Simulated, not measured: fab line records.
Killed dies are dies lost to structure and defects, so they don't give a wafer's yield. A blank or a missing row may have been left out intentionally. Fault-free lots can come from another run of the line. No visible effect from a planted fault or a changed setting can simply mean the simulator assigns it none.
What tool caused it? / flow sky130 / Sampling: 6 lots, 18 wafers, 3 of 708 route steps

WHAT THE GAUGES SHOWED, per wafer
SKY_SD_N_OVL_MEAS_08.
lot=L369; measured=day 28 23:54; on=overlay-02; SD_N_OVL (nm)=-1.2 -1.3 -1.6
lot=L371; measured=day 29 11:04; on=overlay-01; SD_N_OVL (nm)=1.1 2.5 -1.2
lot=L373; measured=day 30 10:31; on=overlay-02; SD_N_OVL (nm)=0.5 0.4 1.3
lot=L380; measured=day 32 11:04; on=overlay-01; SD_N_OVL (nm)=-0.4 1.9 1.1
lot=L384; measured=day 33 14:35; on=overlay-02; SD_N_OVL (nm)=-1.7 -2.0 -1.0
lot=L387; measured=day 34 08:08; on=overlay-02; SD_N_OVL (nm)=0.0 -1.3 -2.3

WHICH TOOL RAN EACH LOT (tool, then ch and the chambers of the sampled wafers, then the start)
lot=L369; SKY_SONOS_ONO_STRIP_17=plasmaAsher-04 ch 0,1, day 13 17:15; SKY_RES_XHIGH_DEVELOP_06=lithoTrack-01 ch 0, day 27 18:42
lot=L371; SKY_SONOS_ONO_STRIP_17=plasmaAsher-03 ch 0,1, day 14 00:46; SKY_RES_XHIGH_DEVELOP_06=lithoTrack-02 ch 0, day 28 06:56
lot=L373; SKY_SONOS_ONO_STRIP_17=plasmaAsher-02 ch 0,1, day 15 04:07; SKY_RES_XHIGH_DEVELOP_06=lithoTrack-02 ch 0, day 29 06:44
lot=L380; SKY_SONOS_ONO_STRIP_17=plasmaAsher-04 ch 0,1, day 17 06:39; SKY_RES_XHIGH_DEVELOP_06=lithoTrack-02 ch 0, day 31 07:44
lot=L384; SKY_SONOS_ONO_STRIP_17=plasmaAsher-03 ch 0,1, day 18 12:46; SKY_RES_XHIGH_DEVELOP_06=lithoTrack-01 ch 0, day 32 11:36
lot=L387; SKY_SONOS_ONO_STRIP_17=plasmaAsher-04 ch 0,1, day 19 11:01; SKY_RES_XHIGH_DEVELOP_06=lithoTrack-01 ch 0, day 33 05:30
- SKY_SONOS_ONO_STRIP_17: strips in O2/N2.
- SKY_RES_XHIGH_DEVELOP_06: develop time 60 s.

THE ANSWER, worked out from the rows above alone
Rule: usual is defined by the lots themselves. Put in order of their means at a reading, lots are off if they are a third of the lots or fewer, leave a main group of 4 or more, and stand apart from it by a gap of 3 or more times the standard deviation of the main group's means; of several such gaps the widest counts. If all means in a main group match to the digits the tables above print for the reading, that group is not used. Also off: a lot with no number at a reading for which 4 or more lots have one. Where the step has rows for the other lots, those lots are counted as sound.
None of the lots is off at any reading shown; this tells nothing.

WHAT HAD BEEN PUT IN BY THE SIMULATOR
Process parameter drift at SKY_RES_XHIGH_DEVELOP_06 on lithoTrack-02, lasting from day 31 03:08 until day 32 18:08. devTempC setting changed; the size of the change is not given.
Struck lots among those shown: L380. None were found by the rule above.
